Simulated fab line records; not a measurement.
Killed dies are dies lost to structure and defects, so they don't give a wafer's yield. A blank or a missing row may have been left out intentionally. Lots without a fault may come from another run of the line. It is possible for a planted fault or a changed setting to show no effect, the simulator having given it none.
fab line records / flow sfq-line
record: lots: 14 wafers: 42 last-day: 89
route steps=325 shown A5B@209
lots with no fault: from the same line, run without faults
start-h: the number of hours between the record's first day and the start of the first shown wafer of the lot / wait-h: hours from the lot's prior step to this one / " unchanged from the row above / L1.1+2: one row covering several wafers at once / - value missing, or start not given / * or withheld: withheld / < > ~ a bound
route shown NAME@n: names a module that has steps shown in the file, with the first one's number in the route / usual: mean/standard deviation of fault-free wafers / same: alike in all rows / chamber/n: place in a boat / sites: the reading at each site / _std_site: their standard deviation / _edge_site: mean of outer sites minus mean of inner sites / radius-mm: for every site, how far away it sits from the centre of the wafer / mask NAME#n: copy n / behind: the most recent tool/chamber to have shaped the wafer / hold: what put the lot on hold/how long, in hours/how the hold closed / device: names the non-switching transistor (n, p or np) / end of line: tests run on the same wafers once the route is complete / step lacking rows: just its recipe / killed: the dies lost at the first sort to structure and to defects; this is not the yield of the wafer / map: the dies of a wafer, with x for killed, . for not killed, _ for no die there
set.NAME: the setting the step ran with; set.NAME@STEP: the setting that earlier step ran with / model.NAME: the simulator's own value behind a step, which no gauge read
route steps across a sampled set of lots; one table per step, one row per wafer
services: a tool's chamber out of use, with start hour (start-h, from the record's first day; less than 0 if before it), hours out, and reason
== steps ==
step: SFQ_TRILAYER_A5B_DEP_PECVD_129
recipe: material: SiO2 temp-c: 150 time-s: 133.33 pressure-torr: 2.4 rf-w: 183.3 precursor: SiH4/N2O target-thk-nm: 600
usual: heater-power-w: 89/16 run-length-s: 161.2/0.45 throttle-valve-pct: 24.1/1.1
lot.wafer=L307.1 tool=pecvd-04 chamber=0 start-h=1157.47 wait-h=0.0 heater-power-w=88 run-length-s=160.8 throttle-valve-pct=24.6
lot.wafer=L307.4 tool=pecvd-04 chamber=1 start-h=1157.47 wait-h=0.0 heater-power-w=102 run-length-s=161.0 throttle-valve-pct=23.8
lot.wafer=L307.6 tool=pecvd-04 chamber=0 start-h=1157.47 wait-h=0.0 heater-power-w=93 run-length-s=160.9 throttle-valve-pct=24.7
lot.wafer=L308.1 tool=pecvd-01 chamber=2 start-h=1162.07 wait-h=0.0 heater-power-w=80 run-length-s=161.3 throttle-valve-pct=23.9
lot.wafer=L308.5 tool=pecvd-01 chamber=1 start-h=1162.07 wait-h=0.0 heater-power-w=79 run-length-s=161.1 throttle-valve-pct=24.5
lot.wafer=L308.6 tool=pecvd-01 chamber=2 start-h=1162.07 wait-h=0.0 heater-power-w=82 run-length-s=161.2 throttle-valve-pct=23.7
lot.wafer=L309.3 tool=pecvd-04 chamber=1 start-h=1163.32 wait-h=0.0 heater-power-w=108 run-length-s=161.5 throttle-valve-pct=23.8
lot.wafer=L309.4 tool=pecvd-04 chamber=0 start-h=1163.32 wait-h=0.0 heater-power-w=90 run-length-s=160.5 throttle-valve-pct=24.7
lot.wafer=L309.6 tool=pecvd-04 chamber=1 start-h=1163.32 wait-h=0.0 heater-power-w=93 run-length-s=161.3 throttle-valve-pct=23.6
lot.wafer=L310.1 tool=pecvd-03 chamber=0 start-h=1164.47 wait-h=0.0 heater-power-w=80 run-length-s=162.2 throttle-valve-pct=22.9
lot.wafer=L310.3 tool=pecvd-03 chamber=2 start-h=1164.47 wait-h=0.0 heater-power-w=107 run-length-s=161.0 throttle-valve-pct=26.0
lot.wafer=L310.4 tool=pecvd-03 chamber=2 start-h=1164.47 wait-h=0.0 heater-power-w=113 run-length-s=160.6 throttle-valve-pct=25.9
lot.wafer=L311.1 tool=pecvd-01 chamber=0 start-h=1219.12 wait-h=0.0 heater-power-w=99 run-length-s=161.0 throttle-valve-pct=25.1
lot.wafer=L311.2 tool=pecvd-01 chamber=2 start-h=1219.12 wait-h=0.0 heater-power-w=72 run-length-s=161.8 throttle-valve-pct=23.9
lot.wafer=L311.4 tool=pecvd-01 chamber=1 start-h=1219.12 wait-h=0.0 heater-power-w=78 run-length-s=161.1 throttle-valve-pct=24.4
lot.wafer=L312.4 tool=pecvd-03 chamber=2 start-h=1243.65 wait-h=0.0 heater-power-w=97 run-length-s=160.2 throttle-valve-pct=26.0
lot.wafer=L312.5 tool=pecvd-03 chamber=1 start-h=1243.65 wait-h=0.0 heater-power-w=73 run-length-s=161.3 throttle-valve-pct=23.3
lot.wafer=L312.6 tool=pecvd-03 chamber=0 start-h=1243.65 wait-h=0.0 heater-power-w=80 run-length-s=162.2 throttle-valve-pct=22.9
lot.wafer=L318.1 tool=pecvd-04 chamber=2 start-h=1432.80 wait-h=0.0 heater-power-w=91 run-length-s=161.9 throttle-valve-pct=23.0
lot.wafer=L318.2 tool=pecvd-04 chamber=0 start-h=1432.80 wait-h=0.0 heater-power-w=83 run-length-s=161.5 throttle-valve-pct=25.1
lot.wafer=L318.4 tool=pecvd-04 chamber=1 start-h=1432.80 wait-h=0.0 heater-power-w=109 run-length-s=161.7 throttle-valve-pct=24.3
lot.wafer=L319.1 tool=pecvd-03 chamber=2 start-h=1448.96 wait-h=0.0 heater-power-w=110 run-length-s=161.4 throttle-valve-pct=24.4
lot.wafer=L319.5 tool=pecvd-03 chamber=1 start-h=1448.96 wait-h=0.0 heater-power-w=59 run-length-s=168.3 throttle-valve-pct=22.9
lot.wafer=L319.6 tool=pecvd-03 chamber=2 start-h=1448.96 wait-h=0.0 heater-power-w=109 run-length-s=160.5 throttle-valve-pct=24.7
lot.wafer=L320.2 tool=pecvd-03 chamber=1 start-h=1459.07 wait-h=0.0 heater-power-w=59 run-length-s=168.2 throttle-valve-pct=23.2
lot.wafer=L320.4 tool=pecvd-03 chamber=2 start-h=1459.07 wait-h=0.0 heater-power-w=120 run-length-s=160.6 throttle-valve-pct=24.5
lot.wafer=L320.6 tool=pecvd-03 chamber=0 start-h=1459.07 wait-h=0.0 heater-power-w=72 run-length-s=161.5 throttle-valve-pct=21.8
lot.wafer=L323.2 tool=pecvd-01 chamber=0 start-h=1620.29 wait-h=0.0 heater-power-w=95 run-length-s=161.1 throttle-valve-pct=24.8
lot.wafer=L323.4 tool=pecvd-01 chamber=0 start-h=1620.29 wait-h=0.0 heater-power-w=101 run-length-s=161.5 throttle-valve-pct=24.9
lot.wafer=L323.6 tool=pecvd-01 chamber=1 start-h=1620.29 wait-h=0.0 heater-power-w=77 run-length-s=161.1 throttle-valve-pct=24.7
lot.wafer=L325.1 tool=pecvd-03 chamber=2 start-h=1647.75 wait-h=0.0 heater-power-w=116 run-length-s=160.7 throttle-valve-pct=25.2
lot.wafer=L325.2 tool=pecvd-03 chamber=0 start-h=1647.75 wait-h=0.0 heater-power-w=84 run-length-s=161.6 throttle-valve-pct=22.4
lot.wafer=L325.5 tool=pecvd-03 chamber=0 start-h=1647.75 wait-h=0.0 heater-power-w=85 run-length-s=161.5 throttle-valve-pct=22.4
lot.wafer=L326.1 tool=pecvd-04 chamber=1 start-h=1648.79 wait-h=0.0 heater-power-w=102 run-length-s=161.2 throttle-valve-pct=24.8
lot.wafer=L326.3 tool=pecvd-04 chamber=0 start-h=1648.79 wait-h=0.0 heater-power-w=95 run-length-s=160.5 throttle-valve-pct=26.2
lot.wafer=L326.6 tool=pecvd-04 chamber=1 start-h=1648.79 wait-h=0.0 heater-power-w=108 run-length-s=161.8 throttle-valve-pct=24.8
lot.wafer=L327.1 tool=pecvd-04 chamber=1 start-h=1657.17 wait-h=0.0 heater-power-w=109 run-length-s=161.5 throttle-valve-pct=25.0
lot.wafer=L327.3 tool=pecvd-04 chamber=0 start-h=1657.17 wait-h=0.0 heater-power-w=86 run-length-s=160.7 throttle-valve-pct=26.0
lot.wafer=L327.4 tool=pecvd-04 chamber=2 start-h=1657.17 wait-h=0.0 heater-power-w=94 run-length-s=161.5 throttle-valve-pct=23.1
lot.wafer=L328.2 tool=pecvd-01 chamber=2 start-h=1660.77 wait-h=0.0 heater-power-w=87 run-length-s=161.4 throttle-valve-pct=24.0
lot.wafer=L328.4 tool=pecvd-01 chamber=0 start-h=1660.77 wait-h=0.0 heater-power-w=104 run-length-s=160.9 throttle-valve-pct=25.0
lot.wafer=L328.5 tool=pecvd-01 chamber=1 start-h=1660.77 wait-h=0.0 heater-power-w=74 run-length-s=161.4 throttle-valve-pct=24.7
== services ==
tool=pecvd-04 chamber=2 start-h=1141.75 hours=22.5 kind=repair
tool=pecvd-01 chamber=- start-h=1166.89 hours=5.5 kind=pm
tool=pecvd-03 chamber=- start-h=1174.98 hours=14.6 kind=pm
tool=pecvd-04 chamber=- start-h=1259.20 hours=1.6 kind=repair
tool=pecvd-04 chamber=- start-h=1259.63 hours=1.3 kind=repair
tool=pecvd-03 chamber=- start-h=1316.75 hours=14.0 kind=pm
tool=pecvd-04 chamber=- start-h=1371.98 hours=0.9 kind=repair
tool=pecvd-04 chamber=- start-h=1428.17 hours=4.3 kind=pm
tool=pecvd-01 chamber=2 start-h=1433.49 hours=8.1 kind=repair
tool=pecvd-03 chamber=2 start-h=1450.05 hours=3.8 kind=repair
tool=pecvd-01 chamber=- start-h=1451.98 hours=0.5 kind=repair
tool=pecvd-04 chamber=- start-h=1455.66 hours=4.0 kind=repair
tool=pecvd-03 chamber=- start-h=1464.52 hours=0.7 kind=repair
tool=pecvd-01 chamber=1 start-h=1495.32 hours=6.1 kind=repair
tool=pecvd-01 chamber=- start-h=1495.73 hours=0.6 kind=repair
tool=pecvd-01 chamber=1 start-h=1508.75 hours=6.4 kind=repair
tool=pecvd-03 chamber=- start-h=1520.98 hours=0.9 kind=repair
tool=pecvd-01 chamber=- start-h=1531.70 hours=1.9 kind=repair
tool=pecvd-04 chamber=0 start-h=1533.14 hours=4.1 kind=repair
tool=pecvd-04 chamber=- start-h=1538.89 hours=14.6 kind=pm
tool=pecvd-03 chamber=- start-h=1541.54 hours=4.3 kind=pm
tool=pecvd-04 chamber=- start-h=1557.78 hours=1.3 kind=repair
tool=pecvd-03 chamber=1 start-h=1562.58 hours=6.7 kind=repair
tool=pecvd-04 chamber=- start-h=1598.48 hours=1.0 kind=repair
== key ==
first-sign: step: SFQ_TRILAYER_A5B_DEP_PECVD_129 reading: run-length-s direction: up sigmas: 16 usual: * struck: *
effect none on later readings
met-at SFQ_TRILAYER_A5B_DEP_PECVD_129
struck-lots L319,L320
struck-wafers L319.5,L320.2
onset-between 1243.65 1448.96
fault: kind: process-parameter-drift tool: pecvd-03 chamber: 1 onset-h: 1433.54 steps: SFQ_TRILAYER_A5B_DEP_PECVD_129 channel: time-s offset: * shape: step end-h: 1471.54 acts-in: * stated: *
